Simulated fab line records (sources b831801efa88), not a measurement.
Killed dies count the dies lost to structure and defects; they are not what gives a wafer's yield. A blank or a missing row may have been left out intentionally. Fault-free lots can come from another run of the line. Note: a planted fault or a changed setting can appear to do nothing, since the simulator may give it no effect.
Which of the tools did it?	flow sky130	11 lots with 33 wafers sampled at 3 steps, on a route of 708 steps

WHAT THE GAUGES READ, wafer by wafer
SKY_CAPM_THK_MEAS_01.
lot	measured	on	CAPM_CVD_00_THK (nm)
L206	day 36 14:04	film-metro-02	15.51 15.21 15.57
L208	day 37 09:38	film-metro-02	15.52 16.06 15.36
L210	day 38 07:04	film-metro-02	15.16 15.99 15.63
L212	day 38 21:20	film-metro-03	15.40 15.47 15.63
L213	day 39 13:55	film-metro-04	15.78 15.66 15.62
L220	day 41 06:22	film-metro-04	15.42 15.83 15.66
L223	day 42 00:46	film-metro-03	15.19 16.05 15.52
L224	day 42 09:07	film-metro-04	15.64 15.22 15.10
L225	day 42 12:56	film-metro-02	15.19 15.47 15.53
L226	day 43 02:32	film-metro-03	15.32 15.63 15.51
L228	day 43 16:37	film-metro-02	15.57 15.80 15.87

WHAT TOOL EACH LOT RAN ON (gives the tool, then ch and the chambers of the sampled wafers, and finally the start)
lot	SKY_VIA1_ETCH_14	SKY_VIA2_ETCH_14
L206	rie-diel-01 ch 0,2,3, day 34 04:35	rie-diel-04 ch 0,1, day 36 12:28
L208	rie-diel-02 ch 0,1,2, day 35 00:38	rie-diel-01 ch 0,1,3, day 37 07:58
L210	rie-diel-03 ch 1,2,3, day 35 22:02	rie-diel-01 ch 0,2,3, day 38 05:32
L212	rie-diel-03 ch 2,3, day 36 12:44	rie-diel-01 ch 0,2,3, day 38 19:46
L213	rie-diel-02 ch 0,3, day 37 06:08	rie-diel-01 ch 0,1, day 39 12:22
L220	rie-diel-01 ch 1,2,3, day 38 23:29	rie-diel-03 ch 1,3, day 41 04:49
L223	rie-diel-01 ch 2,3, day 39 19:44	rie-diel-04 ch 0,1,2, day 41 23:13
L224	rie-diel-01 ch 0,2,3, day 40 04:35	rie-diel-01 ch 1,2,3, day 42 07:31
L225	rie-diel-02 ch 0,1,2, day 40 07:44	rie-diel-04 ch 1,2, day 42 11:23
L226	rie-diel-01 ch 0,2, day 40 22:26	rie-diel-03 ch 0,1,3, day 43 00:59
L228	rie-diel-02 ch 0,1,3, day 41 13:20	rie-diel-01 ch 0,1,3, day 43 15:01
- SKY_VIA1_ETCH_14: etches BARC in N2/H2, stops on SiO2, time 45.9 s, target depth 60 nm.
- SKY_VIA2_ETCH_14: etches BARC in N2/H2, stops on SiO2, time 45.9 s, target depth 60 nm.

AS READ BY THE TOOLS THEMSELVES (means over the sampled wafers that have a number; for cases with no such wafer, the mark the record gives instead)
SKY_VIA1_ETCH_14.
lot	tool	bias-w (W)	drypump-motor-current-A (A)	oes-product-au (a.u.)	throttle-valve-pct (%)
L206	rie-diel-01	100.36	6.1	0.858	13.227
L208	rie-diel-02	100.14	5.4	0.856	13.232
L210	rie-diel-03	99.90	5.7	0.857	13.221
L212	rie-diel-03	99.76	5.9	0.863	13.236
L213	rie-diel-02	100.24	6.0	0.862	13.226
L220	rie-diel-01	100.18	5.9	0.860	13.222
L223	rie-diel-01	100.24	5.8	0.866	13.228
L224	rie-diel-01	99.84	6.1	0.862	13.229
L225	rie-diel-02	99.92	5.5	0.857	13.215
L226	rie-diel-01	99.81	6.5	0.861	13.237
L228	rie-diel-02	100.20	5.9	0.861	13.223

SKY_VIA2_ETCH_14.
lot	tool	bias-w (W)	drypump-motor-current-A (A)	oes-product-au (a.u.)	throttle-valve-pct (%)
L206	rie-diel-04	100.15	5.7	0.854	13.218
L208	rie-diel-01	99.86	5.8	0.853	13.223
L210	rie-diel-01	100.36	6.1	0.856	13.213
L212	rie-diel-01	97.99	6.1	0.854	13.222
L213	rie-diel-01	98.06	6.0	0.855	13.224
L220	rie-diel-03	100.00	6.2	0.861	13.230
L223	rie-diel-04	99.90	5.7	0.858	13.225
L224	rie-diel-01	99.83	5.9	0.856	13.221
L225	rie-diel-04	100.09	5.9	0.859	13.230
L226	rie-diel-03	100.18	5.9	0.856	13.219
L228	rie-diel-01	100.20	5.8	0.857	13.226

THE ANSWER, worked out from the rows above alone
Rule: the usual values come from the lots themselves. The widest of any qualifying gaps counts: lots, ordered by their means at a reading, are off when they make up no more than a third of the lots, leave a main group of 4 or more, and stand apart from it by 3 or more times the standard deviation of that group's means. Not used: any main group whose means are identical at the precision the tables above print for the reading. Also off: a lot with no number at a reading for which 4 or more lots have one. The other lots that the step has rows for count as sound. Order of review: gauges by route order, followed by the tools' own readings, for which a lot's mean as printed above is used. At the first step where some lot is off, the reading lying furthest off is the one used; lots without a number count as furthest.
Off: L212, L213, at SKY_VIA2_ETCH_14 (bias-w). For the main group the mean is 100.06 W and the standard deviation 0.17.
If a tool, at that step or one of the process steps before it, ran each lot that is off and ran no sound lot following the first of them, it fits. Not one of the candidates tried fits.

WHAT THE SIMULATOR HAD INSERTED
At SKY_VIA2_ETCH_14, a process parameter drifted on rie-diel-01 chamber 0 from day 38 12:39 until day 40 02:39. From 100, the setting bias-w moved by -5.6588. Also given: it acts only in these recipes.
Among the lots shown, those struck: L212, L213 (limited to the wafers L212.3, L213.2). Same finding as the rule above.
